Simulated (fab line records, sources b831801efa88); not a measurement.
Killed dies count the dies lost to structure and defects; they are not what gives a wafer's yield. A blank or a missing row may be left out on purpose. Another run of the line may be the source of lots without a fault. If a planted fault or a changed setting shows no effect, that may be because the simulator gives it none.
8D (eight disciplines) problem report, filled in by code + flow sky130 + the parts of the form that need people (team, actions taken, sign-off) are left out

== 1. THE PROBLEM ==
At SKY_METAL2_STRIP_20, strip-time-to-endpoint-s averages 5.20 s over 6 wafers from 2 lots, while fault-free wafers read 2.70 s, standard deviation 0.049. Measured from the usual mean, that is +51 standard deviations.
The step: strips in O2/N2.
Seen first at day 37 18:25 on plasma-asher-04, wafer L945.2. Wafers with a number at this step in the record: 42, from 14 lots. Rule for "out" (also "out of limits"): further than 4 standard deviations from the usual mean. All remaining wafers that have a number are taken as sound.

== 2. WHAT IT IS AND WHAT IT IS NOT ==
| question                    | is                                       | is not                                                                                                         |
|-----------------------------|------------------------------------------|----------------------------------------------------------------------------------------------------------------|
| which readings at this step | strip-time-to-endpoint-s, oes-product-au | drypump-motor-current-A, n2-flow-sccm                                                                          |
| which lots                  | L945, L946                               | L936, L937, L939, L940, L951, L952, L953, L954, L955, L957, L958, L959                                         |
| which wafers of those lots  | all that have a number                   | -                                                                                                              |
| read on which tools         | plasma-asher-04                          | plasma-asher-01, plasma-asher-02                                                                               |
| when                        | from day 37 18:25                        | up to then (12 sound wafers); but 24 sound wafers of L951, L952, L953, L954, L955, L957, L958, L959 came after |

== 3. WHAT RULES OUT EACH SUSPECT ==
Counting: a tool at a process step up to the reading stays a suspect if it ran every lot that is out and no sound lot after the first of them.
- rie-metal-03 at SKY_METAL2_METAL_ETCH_19 (etches the open film in Cl2/BCl3, stops on SiO2, target depth 360 nm, time 78 s): ruled out as a lasting fault. The sound lots L952, L957 went through it after L945, its earliest lot that is out (day 37 18:19).
- plasma-asher-04 at SKY_METAL2_STRIP_20 (strips in O2/N2): ruled out as a lasting fault. The sound lots L955 went through it after L945, its earliest lot that is out (day 37 18:25).
Left after counting: nothing in the record.

== 4. THE CAUSE (what the simulator had put in) ==
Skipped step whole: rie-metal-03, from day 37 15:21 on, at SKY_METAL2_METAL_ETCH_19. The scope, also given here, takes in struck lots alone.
It was ruled out by counting, in error; the rule expects a fault to strike all lots run on its tool from its start on, and this fault did not.

== 5. THE CHAIN OF EFFECTS, in route order ==
Each row: a reading where the mean over the struck wafers with a number is more than 3 standard deviations away from the usual. Only readings whose record carries a usual standard deviation are examined. hours: median over the lots of the time between each lot's start at the first step of this table that gives one and its start at this step. sigmas: the change, counted in usual standard deviations.
| hours | step                | reading                  | usual      | on struck wafers | change | sigmas |
|-------|---------------------|--------------------------|------------|------------------|--------|--------|
| 0     | SKY_METAL2_STRIP_20 | oes-product-au           | 0.343 a.u. | 0.445            | +0.102 | +20    |
| 0     | SKY_METAL2_STRIP_20 | strip-time-to-endpoint-s | 2.70 s     | 5.20             | +2.50  | +51    |
It contains these process steps:
- SKY_METAL2_STRIP_20: strips in O2/N2.
Readings that are blank on the struck wafers while sound wafers have them: bcl3-flow-sccm at SKY_METAL2_METAL_ETCH_19; bias-w at SKY_METAL2_METAL_ETCH_19; drypump-motor-current-A at SKY_METAL2_METAL_ETCH_19; oes-product-au at SKY_METAL2_METAL_ETCH_19; throttle-valve-pct at SKY_METAL2_METAL_ETCH_19.

== 6. HOW IT WOULD HAVE BEEN CAUGHT EARLIER ==
In this record the first reading out of limits was taken at day 37 18:25, 3 hours after the fault began at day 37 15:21.
At SKY_METAL2_METAL_ETCH_19 the tool's readings are blank on the struck wafers, where sound wafers have them: an empty tool record is the first sign, and it was there at once.
